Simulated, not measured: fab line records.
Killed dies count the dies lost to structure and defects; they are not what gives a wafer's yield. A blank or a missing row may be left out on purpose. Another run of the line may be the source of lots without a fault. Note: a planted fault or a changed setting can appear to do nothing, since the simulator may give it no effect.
Chamber matching    flow sky130    rie_diel-02 running SKY_CONTACT_ETCH_17: 4 sister chambers
The step etches SiO2 in C4F8/O2/Ar, stops on Si3N4, target depth 340 nm. 4 wafers are shown with their chamber, then 8 later ones without.

== EACH WAFER AND ITS CHAMBER ==
wafer   chamber  oes_product_au (a.u.)
L293.5  0        0.895
L293.6  1        0.894
L294.6  2        0.887
L296.3  3        0.890

== WAFERS MISSING THEIR CHAMBER ==
wafer   oes_product_au (a.u.)
L296.5  0.895
L296.6  0.894
L305.2  0.890
L305.5  0.888
L305.6  0.887
L306.1  0.896
L306.2  0.892
L306.6  0.894

== CHAMBER TAKEN BY EACH ==
wafer    from the rows above            in truth
L296.5   can't be placed: 0 or 1        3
L296.6   can't be placed: 1 or 0        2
L305.2   3                              3
L305.5   can't be placed: 2 or 3        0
L305.6   2                              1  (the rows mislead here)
L306.1   can't be placed: 0 or 1        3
L306.2   can't be placed: 1 or 3 or 0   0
L306.6   can't be placed: 1 or 0        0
Correctly placed: 1 of 8. Not placeable from these rows: 6 (in 2, the candidates include the true chamber). Placed wrongly: 1.
How it was worked out, from the rows above alone: a wafer's distance from a chamber is the root of the sum, over the readings, of the square of ((its reading less the chamber's mean) divided by the reading's scatter). The wafer belongs to the nearest chamber; if the next one is less than 2 further off, it can't be placed. Each chamber's mean is taken over the wafers shown for it. The scatter (one wafer shown for each chamber): square how far every hidden wafer sits from the nearest shown wafer, average those squares and take the square root.
